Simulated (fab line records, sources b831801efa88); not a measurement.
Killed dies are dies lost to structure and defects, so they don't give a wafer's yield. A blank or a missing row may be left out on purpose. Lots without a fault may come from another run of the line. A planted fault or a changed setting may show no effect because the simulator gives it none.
A struck lot beside a sound one | flow sky130 | 28 steps out of a route of 708
Sound: wafers L241.2, L241.5, L241.6. Struck: wafers L244.1, L244.2, L244.6. The cause comes at the end.
At each step with rows: each side's tool, then ch and its chambers, then its first start. Under that, the readings that differ: sound wafers | struck wafers | difference of the means | sigmas: that difference in standard deviations of wafers without a fault.
alike: readings whose means differ by less than 2 such deviations, and words and numbers that are the same on both sides. not compared: withheld readings, readings that some wafer has no value for, bounds like >300 that may hide the same value, and numbers for which the record gives no deviation and whose values overlap.
The two part at a step that has a row with sigmas, a row that says differs or no value, or rows on one side only. Numbers that don't overlap but have no deviation are shown without sigmas and don't part them. A reading that every wafer of one side lacks parts them only if that side has two wafers or more.

first, 5 steps without rows for these wafers: SKY_SONOS_ONO_COAT_08 (resist thk 1140 nm); SKY_SONOS_ONO_SOFTBAKE_09 (time 60 s); SKY_SONOS_ONO_EXPOSE_10 (exposes mask ONOM, target cd 410 nm); SKY_SONOS_ONO_PEB_11; SKY_SONOS_ONO_DEVELOP_12 (develop time 60 s).
SKY_SONOS_ONO_CD_MEAS_13: target cd 410 nm.
  sound on cd_sem-01, day 14 12:32; struck on cd_sem-01, day 15 07:49
  alike: cd_nm
SKY_SONOS_ONO_OVL_MEAS_14:
  sound on overlay-01, day 14 12:38; struck on overlay-01, day 15 07:56
  alike: SONOS_ONO_OVL
SKY_SONOS_ONO_ETCH_15: etches the open film in CHF3/O2, target depth 19.52 nm, time 7.8 s.
  sound on rie_diel-04 ch 0,1,2, day 14 12:40; struck on rie_diel-04 ch 0,2,3, day 15 07:58
  alike: drypump_motor_current_A, oes_product_au, throttle_valve_pct
  not compared: rf_hours_counter_h
then, 1 step without rows for these wafers: SKY_SONOS_ONO_WET_ETCH_16 (etches SiO2 in dHF, target depth 14 nm, time 280 s).
SKY_SONOS_ONO_STRIP_17: strips in O2/N2.
  sound on plasma_asher-01 ch 0,1, day 14 12:46; struck on plasma_asher-01 ch 0,1, day 15 08:04
  alike: drypump_motor_current_A, oes_product_au, strip_time_to_endpoint_s
  not compared: rf_hours_counter_h
then, 2 steps without rows for these wafers: SKY_SONOS_ONO_WET_ETCH_18 (etches Si3N4 in H3PO4, target depth 15 nm, time 172 s); SKY_GATE_OXIDE_CLEAN_00 (cleans in SC1/SC2, time 150 s).
SKY_GATE_OXIDE_OXIDATION_01: stabilise 600 s, purge 300 s, target thk 10.268 nm.
  sound on furnace-01 ch 0, day 14 12:58; struck on furnace-02 ch 0, day 15 08:51
  reading                                           | sound             | struck            | difference | sigmas
  model.SiO2_of_GATE_OXIDE_OXIDATION_01.thk_nm (nm) | 10.34 10.27 10.38 | 5.831 5.886 5.767 | -4.502     |
  alike: zone_power_bottom_pct
SKY_GATE_OXIDE_THK_MEAS_02:
  sound on film_metro-03, day 14 14:23; struck on film_metro-01, day 15 10:29
  reading                          | sound             | struck         | difference | sigmas
  GATE_OXIDE_OXIDATION_00_THK (nm) | 10.37 10.30 10.38 | 5.84 5.88 5.74 | -4.53      | -25
  not compared: hold
then, 6 steps without rows for these wafers: SKY_GATE_OXIDE_HMDS_04 (prime time 60 s); SKY_GATE_OXIDE_COAT_05 (resist thk 1140 nm); SKY_GATE_OXIDE_SOFTBAKE_06 (time 60 s); SKY_GATE_OXIDE_EXPOSE_07 (exposes mask LVOM, target cd 600 nm); SKY_GATE_OXIDE_PEB_08; SKY_GATE_OXIDE_DEVELOP_09 (develop time 60 s).
SKY_GATE_OXIDE_OVL_MEAS_10:
  sound on overlay-02, day 15 17:19; struck on overlay-01, day 16 12:55
  alike: GATE_OXIDE_OVL
then, 2 steps without rows for these wafers: SKY_GATE_OXIDE_IMPLANT_11; SKY_GATE_OXIDE_WET_ETCH_12 (etches SiO2 in dHF, target depth 16.8 nm, time 336 s).
SKY_GATE_OXIDE_STRIP_13: strips in O2/N2.
  sound on plasma_asher-03 ch 0,1, day 15 17:35; struck on plasma_asher-03 ch 0,1, day 16 13:11
  alike: drypump_motor_current_A, oes_product_au, strip_time_to_endpoint_s
  not compared: rf_hours_counter_h
SKY_GATE_OXIDE_TW_MEAS_14:
  sound on film_metro-01, day 15 17:42; struck on film_metro-02, day 16 13:31
  alike: GATE_OXIDE_TW
  not compared: hold
SKY_GATE_OXIDE_OXIDATION_16: stabilise 600 s, purge 300 s, target thk 3.57 nm.
  sound on furnace-01 ch 0, day 15 17:49; struck on furnace-01 ch 0, day 16 17:07
  reading                                           | sound             | struck            | difference | sigmas
  model.SiO2_of_GATE_OXIDE_OXIDATION_01.thk_nm (nm) | 11.66 11.62 11.69 | 7.658 7.668 7.569 | -4.025     |
  alike: ramp_down_c_per_min, zone_power_bottom_pct
then, 1 step without rows for these wafers: SKY_POLY_GATE_CVD_00 (deposits poly-Si, target thk 180 nm, time 720 s).
-- the record jumps here: 31 days lie between the struck wafers' starts before and after (it left off in module POLY_GATE and takes up again in module PAD_OPEN, whose first step shown is number 708 of the route) --
SKY_PAD_OPEN_PROBE_99:
  sound on prober-02, day 47 04:47; struck on prober-01, day 47 20:22
  reading                                | sound                         | struck                       | difference | sigmas
  model.etest.nfet_16v.r_on_ohm_um       | 1.434e+04 1.438e+04 1.429e+04 | 1.172e+04 1.176e+04 1.17e+04 | -2.610e+03 |
  model.etest.pfet_16v.r_on_ohm_um       | 1.477e+04 1.491e+04 1.425e+04 | 1.42e+04 1.375e+04 1.418e+04 | -6.00e+02  |
  model.etest.pfet_g5v0d10v5.r_on_ohm_um | 4830 4765 4768                | 3814 3988 3808               | -918       |
  model.etest.tip_sonos.rs_ohm_sq        | 2718 2702 2718                | 2040 2042 2025               | -677       |
  model.etest.nfet_g5v0d10v5.r_on_ohm_um | 1866 1863 1889                | 1488 1521 1497               | -371       |
  model.etest.nfet_g5v0d10v5.drive_ua_um | 610 610.9 605.2               | 908.4 898.2 905.7            | +295.4     |
  model.etest.nfet_05v0_nvt.drive_ua_um  | 576.6 582.5 578.4             | 822.1 814.3 825.1            | +241.3     |
  alike: killed_at_M0_to_M3, killed_at_M4_up, killed_at_contacts, killed_at_front_end, killed_at_other, killed_dies, killed_open, killed_short
  not compared: model.etest.tip_p.rs_ohm_sq

WHERE THEY PART
Only at SKY_GATE_OXIDE_THK_MEAS_02, within this record. Later steps at which nothing parts them and some readings are alike: SKY_GATE_OXIDE_OVL_MEAS_10, SKY_GATE_OXIDE_STRIP_13, SKY_GATE_OXIDE_TW_MEAS_14, SKY_GATE_OXIDE_OXIDATION_16, SKY_PAD_OPEN_PROBE_99.

WHY: what the simulator had put in
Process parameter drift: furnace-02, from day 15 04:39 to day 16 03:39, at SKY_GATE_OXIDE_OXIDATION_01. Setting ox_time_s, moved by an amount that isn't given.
